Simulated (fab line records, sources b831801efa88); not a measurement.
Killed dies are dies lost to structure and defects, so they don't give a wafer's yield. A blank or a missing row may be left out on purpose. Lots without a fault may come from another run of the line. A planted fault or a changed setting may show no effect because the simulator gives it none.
Problem report in the 8D (eight disciplines) form, filled by code | flow sky130 | the parts of the form that need people (team, actions taken, sign-off) are left out

1. THE PROBLEM
bias_w at SKY_METAL2_ETCH_18 reads a mean of 94.33 W on 6 wafers of 2 lots; wafers without a fault read 99.98 W with a standard deviation of 0.27. That is -21 standard deviations from the usual mean.
The step: etches BARC in N2/H2, stops on SiO2, time 45.9 s, target depth 60 nm.
First seen on wafer L582.1, day 39 03:55, on rie_metal-01. The record holds 36 wafers of 12 lots with a number at this step. Rule for "out", or "out of limits": more than 4 standard deviations from the usual mean. The other wafers with a number count as sound.

2. WHAT IT IS AND WHAT IT IS NOT
question                    | is                     | is not
which readings at this step | bias_w                 | drypump_motor_current_A, throttle_valve_pct
which lots                  | L582, L584             | L573, L575, L577, L578, L579, L590, L592, L593, L594, L595
which wafers of those lots  | all that have a number | -
read on which tools         | rie_metal-01           | rie_metal-03, rie_metal-04
when                        | from day 39 03:55      | up to then (15 sound wafers); but 15 sound wafers of L590, L592, L593, L594, L595 came after

3. SUSPECTS, AND WHAT RULES EACH OUT
Counting: a tool at a process step up to the reading stays a suspect if it ran every lot that is out and no sound lot after the first of them.
- rie_metal-02 at SKY_METAL1_DESCUM_17 (chemistry O2, time 8 s): ruled out as a lasting fault. Sound lots L594, L595 ran on it after its first lot that is out, L582 (day 36 22:30).
- rie_metal-01 at SKY_METAL2_ETCH_18 (etches BARC in N2/H2, stops on SiO2, time 45.9 s, target depth 60 nm): ruled out as a lasting fault. Sound lots L594 ran on it after its first lot that is out, L582 (day 39 03:55).
Left after counting: nothing in the record.

4. THE CAUSE (what the simulator had put in)
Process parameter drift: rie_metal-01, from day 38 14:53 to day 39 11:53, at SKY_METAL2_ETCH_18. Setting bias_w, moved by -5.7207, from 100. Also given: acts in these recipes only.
Counting ruled it out, wrongly.

5. THE CHAIN OF EFFECTS, in route order
Each row: a reading whose mean over the struck wafers that have a number lies more than 3 standard deviations from the usual. Only readings for which the record gives a usual standard deviation are gone through. hours: the time from each lot's start at the first step in this table that gives one to its start at this step, as a median over the lots. sigmas: the change in usual standard deviations.
hours | step               | reading | usual   | on struck wafers | change | sigmas
0     | SKY_METAL2_ETCH_18 | bias_w  | 99.98 W | 94.33            | -5.66  | -21
The process steps in it:
- SKY_METAL2_ETCH_18: etches BARC in N2/H2, stops on SiO2, time 45.9 s, target depth 60 nm.

6. WHAT WOULD HAVE CAUGHT IT SOONER
In this record the first reading out of limits was taken at day 39 03:55, 13 hours after the fault began at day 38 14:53.
